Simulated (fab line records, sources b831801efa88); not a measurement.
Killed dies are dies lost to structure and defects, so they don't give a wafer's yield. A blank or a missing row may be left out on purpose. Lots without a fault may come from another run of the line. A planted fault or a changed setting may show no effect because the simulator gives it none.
A struck lot beside a sound one | flow sky130 | 14 steps out of a route of 708
Sound: wafers L712.1, L712.2, L712.5. Struck: wafers L724.2, L724.5, L724.6. The cause comes at the end.
At each step with rows: each side's tool, then ch and its chambers, then its first start. Under that, the readings that differ: sound wafers | struck wafers | difference of the means | sigmas: that difference in standard deviations of wafers without a fault.
alike: readings whose means differ by less than 2 such deviations, and words and numbers that are the same on both sides. not compared: withheld readings, readings that some wafer has no value for, bounds like >300 that may hide the same value, and numbers for which the record gives no deviation and whose values overlap.
The two part at a step that has a row with sigmas, a row that says differs or no value, or rows on one side only. Numbers that don't overlap but have no deviation are shown without sigmas and don't part them. A reading that every wafer of one side lacks parts them only if that side has two wafers or more.

SKY_NWELL_TW_MEAS_26:
  sound on film_metro-03, day 7 03:41; struck on film_metro-01, day 10 03:33
  reading    | sound             | struck            | difference | sigmas
  NWELL_2_TW | 492.5 490.6 490.2 | 497.2 498.9 499.2 | +7.3       | +3
then, 1 step without rows for these wafers: SKY_NWELL_CLEAN_27 (cleans in SC1/SC2, time 150 s).
SKY_NWELL_RTA_28: time 30 s.
  sound on rtp_anneal-02 ch 0, day 7 03:47; struck on rtp_anneal-02 ch 0, day 10 03:40
  alike: lamp_power_pct, wafer_temp_C_max
SKY_NWELL_RS_MEAS_29: measures by four-point-probe.
  sound on film_metro-03, day 7 03:53; struck on film_metro-04, day 10 03:46
  alike: NWELL_RS
SKY_NWELL_RS_MEAS_31: measures by four-point-probe.
  sound on film_metro-03, day 7 04:08; struck on film_metro-04, day 10 04:01
  alike: PWDE_RS
then, 6 steps without rows for these wafers: SKY_VT_ADJUST_HVTP_DEHYDRATE_00 (time 60 s); SKY_VT_ADJUST_HVTP_HMDS_01 (prime time 60 s); SKY_VT_ADJUST_HVTP_COAT_02 (resist thk 1140 nm); SKY_VT_ADJUST_HVTP_SOFTBAKE_03 (time 60 s); SKY_VT_ADJUST_HVTP_EXPOSE_04 (exposes mask HVTPM, target cd 380 nm); SKY_VT_ADJUST_HVTP_PEB_05.
SKY_VT_ADJUST_HVTP_DEVELOP_06: develop time 60 s.
  sound on litho_track-02 ch 0, day 8 00:19; struck on litho_track-02 ch 0, day 11 02:47
  reading              | sound             | struck            | difference | sigmas
  developer_temp_C (C) | 22.90 22.93 23.01 | 25.30 25.31 25.23 | +2.33      | +21
SKY_VT_ADJUST_HVTP_CD_MEAS_07: target cd 380 nm.
  sound on cd_sem-01, day 8 00:28; struck on cd_sem-01, day 11 02:56
  alike: cd_nm
then, 1 step without rows for these wafers: SKY_PAD_OPEN_PROBE_99.

WHERE THEY PART
First at SKY_NWELL_TW_MEAS_26; last, within this record, at SKY_VT_ADJUST_HVTP_DEVELOP_06. Later steps at which nothing parts them and some readings are alike: SKY_VT_ADJUST_HVTP_CD_MEAS_07.

WHY: what the simulator had put in
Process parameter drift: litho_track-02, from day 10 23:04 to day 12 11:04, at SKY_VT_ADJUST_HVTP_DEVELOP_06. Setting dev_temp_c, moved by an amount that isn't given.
